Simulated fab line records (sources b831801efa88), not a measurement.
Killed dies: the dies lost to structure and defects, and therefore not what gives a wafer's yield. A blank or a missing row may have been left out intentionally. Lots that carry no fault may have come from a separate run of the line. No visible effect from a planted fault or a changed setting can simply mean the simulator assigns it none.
Which tool did it? || flow sky130 || 36 wafers from 12 lots sampled at 2 of the route's 708 steps

== WHAT THE GAUGES READ, wafer by wafer ==
SKY_DNWELL_TW_MEAS_09.
{"lot": "L075", "measured": "day 3 10:59", "on": "film metro-01", "DNWELL_TW": "1113 1108 1116"}
{"lot": "L077", "measured": "day 3 18:19", "on": "film metro-03", "DNWELL_TW": "1100 1098 1103"}
{"lot": "L079", "measured": "day 4 08:37", "on": "film metro-02", "DNWELL_TW": "1100 1100 1097"}
{"lot": "L081", "measured": "day 4 15:50", "on": "film metro-03", "DNWELL_TW": "1098 1106 1102"}
{"lot": "L083", "measured": "day 5 04:46", "on": "film metro-03", "DNWELL_TW": "1103 1104 1101"}
{"lot": "L085", "measured": "day 5 17:01", "on": "film metro-01", "DNWELL_TW": "1113 1121 1119"}
{"lot": "L087", "measured": "day 6 01:54", "on": "film metro-03", "DNWELL_TW": "1109 1109 1108"}
{"lot": "L089", "measured": "day 6 09:46", "on": "film metro-02", "DNWELL_TW": "1101 1107 1100"}
{"lot": "L091", "measured": "day 6 20:17", "on": "film metro-03", "DNWELL_TW": "1102 1105 1102"}
{"lot": "L093", "measured": "day 8 19:11", "on": "film metro-03", "DNWELL_TW": "1116 1116 1117"}
{"lot": "L096", "measured": "day 8 18:55", "on": "film metro-03", "DNWELL_TW": "1113 1110 1112"}
{"lot": "L097", "measured": "day 8 18:12", "on": "film metro-03", "DNWELL_TW": "1119 1116 1120"}

== TOOL THAT RAN EACH LOT (tool first, then ch and the chambers of the sampled wafers, then the start) ==
{"lot": "L075", "SKY_FIELD_ISO_STRIP_16": "plasma asher-03 ch 0,1, day 2 10:02"}
{"lot": "L077", "SKY_FIELD_ISO_STRIP_16": "plasma asher-03 ch 1, day 2 20:23"}
{"lot": "L079", "SKY_FIELD_ISO_STRIP_16": "plasma asher-02 ch 0,1, day 3 06:55"}
{"lot": "L081", "SKY_FIELD_ISO_STRIP_16": "plasma asher-03 ch 0,1, day 3 16:05"}
{"lot": "L083", "SKY_FIELD_ISO_STRIP_16": "plasma asher-03 ch 0,1, day 4 03:10"}
{"lot": "L085", "SKY_FIELD_ISO_STRIP_16": "plasma asher-03 ch 1, day 4 13:47"}
{"lot": "L087", "SKY_FIELD_ISO_STRIP_16": "plasma asher-03 ch 0,1, day 5 02:13"}
{"lot": "L089", "SKY_FIELD_ISO_STRIP_16": "plasma asher-03 ch 0,1, day 5 10:58"}
{"lot": "L091", "SKY_FIELD_ISO_STRIP_16": "plasma asher-02 ch 0,1, day 5 22:19"}
{"lot": "L093", "SKY_FIELD_ISO_STRIP_16": "plasma asher-02 ch 0,1, day 7 13:14"}
{"lot": "L096", "SKY_FIELD_ISO_STRIP_16": "plasma asher-03 ch 0,1, day 7 13:56"}
{"lot": "L097", "SKY_FIELD_ISO_STRIP_16": "plasma asher-04 ch 0,1, day 7 14:31"}
- SKY_FIELD_ISO_STRIP_16: strips in O2/N2.

== THE ANSWER, worked out from the rows above alone ==
Rule: what is usual is taken from the lots themselves. Put in order of their means at a reading, lots are off if they are a third of the lots or fewer, leave a main group of 4 or more, and stand apart from it by a gap of 3 or more times the standard deviation of the main group's means; of several such gaps the widest counts. If all means in a main group match to the digits the tables above print for the reading, that group is not used. A lot without any number at a reading at which 4 lots or more have one is off too. The other lots that the step has rows for count as sound.
No lot is off on any of the readings shown, so nothing can be concluded from this.

== WHAT THE SIMULATOR HAD PUT IN ==
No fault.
